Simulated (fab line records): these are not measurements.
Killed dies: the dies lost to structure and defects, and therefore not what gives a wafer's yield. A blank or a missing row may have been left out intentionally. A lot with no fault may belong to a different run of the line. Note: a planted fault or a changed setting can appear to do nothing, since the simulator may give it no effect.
What tool caused it?	flow sky130	Sampling: 11 lots, 33 wafers, 6 of 708 route steps

== WHAT THE GAUGES SHOWED, per wafer ==
SKY_LDD_LDN_TW_MEAS_13. Usual: LDD_LDN_TW typically reads 1477, with standard deviation 22.
lot	measured	on	LDD_LDN_TW	flag
L683	day 22 14:38	film metro-04	1491 1479 1501	
L686	day 23 19:52	film metro-02	1492 1498 1500	
L688	day 25 06:59	film metro-04	1499 1500 1501	
L689	day 25 08:01	film metro-03	1448 1454 1443	
L691	day 25 19:55	film metro-03	1445 1455 1444	
L690	day 25 23:22	film metro-03	1443 1442 1440	
L698	day 28 18:04	film metro-04	1500 1488 1486	
L699	day 29 00:04	film metro-02	1498 1498 1494	
L702	day 29 10:28	film metro-03	1463 1453 1466	
L704	day 30 03:10	film metro-02	1488 1492 1491	
L705	day 30 22:42	film metro-02	1488 1484 1484	

SKY_SD_N_CD_MEAS_07: the cd target is 380 nm. Usual: cd nm reads 380.1 nm (standard deviation 2.2).
lot	measured	on	cd nm (nm)	flag
L683	day 27 15:37	cd sem-02	378.1 378.5 379.8	
L686	day 28 18:14	cd sem-02	379.1 378.2 378.8	
L688	day 30 03:10	cd sem-01	380.2 381.9 380.7	
L689	day 30 05:50	cd sem-02	383.5 384.4 387.1	
L691	day 30 15:55	cd sem-01	380.7 380.7 378.2	
L690	day 30 17:13	cd sem-01	380.3 381.2 380.1	
L698	day 33 08:40	cd sem-02	378.2 379.7 377.5	
L699	day 33 14:49	cd sem-01	379.3 378.1 379.8	
L702	day 34 00:59	cd sem-02	379.6 382.4 381.9	
L704	day 34 16:50	cd sem-01	379.9 378.9 381.1	
L705	day 35 10:10	cd sem-02	378.4 378.2 380.4	

SKY_SD_N_RS_MEAS_16: a four-point-probe measurement. Usual: SD_N_RS typically reads 68.59 ohm/sq, with standard deviation 0.13.
lot	measured	on	SD_N_RS (ohm/sq)	flag
L683	day 27 16:31	film metro-02	68.60 68.80 68.72	
L686	day 28 19:05	film metro-01	68.43 68.62 68.48	
L688	day 30 04:00	film metro-01	68.68 68.33 68.69	
L689	day 30 06:41	film metro-02	67.33 67.45 67.35 67.42 67.34 67.42	OFF
L691	day 30 16:45	film metro-02	68.76 68.76 68.59	
L690	day 30 18:04	film metro-02	67.49 67.37 67.61 67.38 67.38 67.51	OFF
L698	day 33 09:30	film metro-01	68.75 68.79 68.62	
L699	day 33 15:38	film metro-03	68.66 68.45 68.54	
L702	day 34 01:49	film metro-01	68.38 68.55 68.51	
L704	day 34 17:41	film metro-01	68.63 68.64 68.58	
L705	day 35 11:01	film metro-02	68.78 68.81 68.70	

== EACH LOT AND THE TOOL THAT RAN IT (in order: tool; ch and the chambers of the sampled wafers; start) ==
lot	SKY_POLY_CUT_STRIP_12	SKY_SD_N_IMPLANT_09	SKY_SD_N_STRIP_11
L683	plasma asher-04 ch 0,1, day 23 23:35	implanter-04 ch 0, day 27 15:47	plasma asher-02 ch 0,1, day 27 16:05
L686	plasma asher-04 ch 0,1, day 25 03:33	implanter-01 ch 0, day 28 18:24	plasma asher-02 ch 0,1, day 28 18:41
L688	plasma asher-04 ch 0,1, day 26 13:45	implanter-01 ch 0, day 30 03:19	plasma asher-01 ch 0,1, day 30 03:37
L689	plasma asher-03 ch 0,1, day 26 16:44	implanter-01 ch 0, day 30 06:00	plasma asher-01 ch 0,1, day 30 06:17
L691	plasma asher-01 ch 0,1, day 27 02:44	implanter-04 ch 0, day 30 16:05	plasma asher-02 ch 0,1, day 30 16:22
L690	plasma asher-04 ch 0,1, day 27 06:14	implanter-01 ch 0, day 30 17:24	plasma asher-01 ch 0,1, day 30 17:39
L698	plasma asher-03 ch 0,1, day 30 00:18	implanter-04 ch 0, day 33 08:49	plasma asher-01 ch 0, day 33 09:07
L699	plasma asher-03 ch 0,1, day 30 05:53	implanter-01 ch 0, day 33 14:58	plasma asher-03 ch 0,1, day 33 15:15
L702	plasma asher-01 ch 0,1, day 30 15:53	implanter-01 ch 0, day 34 01:09	plasma asher-02 ch 0,1, day 34 01:25
L704	plasma asher-01 ch 0,1, day 31 10:01	implanter-03 ch 0, day 34 17:00	plasma asher-03 ch 0,1, day 34 17:17
L705	plasma asher-04 ch 0,1, day 32 03:51	implanter-01 ch 0, day 35 10:20	plasma asher-03 ch 0,1, day 35 10:38
- SKY_POLY_CUT_STRIP_12: strips in O2/N2.
- SKY_SD_N_IMPLANT_09
- SKY_SD_N_STRIP_11: strips in O2/N2.

== WHAT THE TOOLS THEMSELVES READ (means of the sampled wafers that have a number; where no wafer has one, the mark that the record gives instead) ==
SKY_POLY_CUT_STRIP_12. Usual: drypump motor current A 6.0 A, standard deviation 0.76; oes product au 0.453 a.u., standard deviation 0.0047; strip time to endpoint s 5.359 s, standard deviation 0.017.
lot	tool	drypump motor current A (A)	oes product au (a.u.)	strip time to endpoint s (s)	flag
L683	plasma asher-04	6.7	0.456	5.363	
L686	plasma asher-04	6.6	0.454	5.363	
L688	plasma asher-04	6.6	0.448	5.351	
L689	plasma asher-03	5.3	0.451	5.337	
L691	plasma asher-01	5.7	0.452	5.378	
L690	plasma asher-04	6.6	0.450	5.359	
L698	plasma asher-03	5.2	0.456	5.342	
L699	plasma asher-03	5.6	0.457	5.386	
L702	plasma asher-01	5.2	0.453	5.358	
L704	plasma asher-01	5.2	0.447	5.360	
L705	plasma asher-04	6.7	0.454	5.347	

SKY_SD_N_IMPLANT_09. Usual: beam on s 17.0 s, standard deviation 0.43; end station pressure torr 1.4e-05 Torr, standard deviation 7.5e-07; faraday current uA 12846, standard deviation 320; tilt deg 0.005 degrees, standard deviation 0.02.
lot	tool	beam on s (s)	end station pressure torr (Torr)	faraday current uA	tilt deg (degrees)	flag
L683	implanter-04	17.0	1.4e-05	12825	0.009	
L686	implanter-01	16.9	1.4e-05	12934	0.030	
L688	implanter-01	17.3	1.4e-05	12632	-0.001	
L689	implanter-01	20.4	5.8e-05	11110	-0.019	OFF
L691	implanter-04	17.1	1.4e-05	12748	0.016	
L690	implanter-01	20.2	5.8e-05	11208	-0.016	OFF
L698	implanter-04	17.1	1.4e-05	12731	0.033	
L699	implanter-01	17.5	1.3e-05	12510	0.000	
L702	implanter-01	17.2	1.4e-05	12720	-0.015	
L704	implanter-03	16.8	1.5e-05	12960	-0.004	
L705	implanter-01	17.1	1.4e-05	12769	0.023	

SKY_SD_N_STRIP_11. Usual: drypump motor current A 5.5 A, standard deviation 0.64; oes product au 0.527 a.u., standard deviation 0.0042; strip time to endpoint s 22.55 s, standard deviation 0.04.
lot	tool	drypump motor current A (A)	oes product au (a.u.)	strip time to endpoint s (s)	flag
L683	plasma asher-02	5.7	0.526	22.54	
L686	plasma asher-02	5.7	0.527	22.60	
L688	plasma asher-01	5.8	0.529	22.48	
L689	plasma asher-01	5.2	0.520	23.15	OFF
L691	plasma asher-02	5.7	0.525	22.54	
L690	plasma asher-01	5.2	0.524	23.18	OFF
L698	plasma asher-01	4.7	0.529	22.49	
L699	plasma asher-03	5.6	0.524	22.51	
L702	plasma asher-02	5.7	0.528	22.51	
L704	plasma asher-03	5.3	0.526	22.56	
L705	plasma asher-03	5.3	0.531	22.54	

== THE ANSWER, worked out from the rows above alone ==
Rule: a lot is off if the mean of its wafers that have a number lies more than 3 standard deviations from the usual mean. A lot without any number at a reading at which 4 lots or more have one is off too. Where the step has rows for the other lots, those lots are counted as sound. After the gauges, taken in route order, come the tools' own readings; for these a lot's mean is taken, as printed above. At the first step where some lot is off, the reading lying furthest off is the one used; lots without a number count as furthest.
Off: at SKY_SD_N_RS_MEAS_16 (SD_N_RS), L689, L690.
If a tool, at a process step before that reading, ran all the lots that are off and no sound lot after the first of them, it fits. The gauges at SKY_SD_N_RS_MEAS_16 aren't tried: what is off there is off at SKY_SD_N_IMPLANT_09 too, on other tools, and a gauge's error can't cause that. Of those tried, none fits.

== WHAT THE SIMULATOR HAD INSERTED ==
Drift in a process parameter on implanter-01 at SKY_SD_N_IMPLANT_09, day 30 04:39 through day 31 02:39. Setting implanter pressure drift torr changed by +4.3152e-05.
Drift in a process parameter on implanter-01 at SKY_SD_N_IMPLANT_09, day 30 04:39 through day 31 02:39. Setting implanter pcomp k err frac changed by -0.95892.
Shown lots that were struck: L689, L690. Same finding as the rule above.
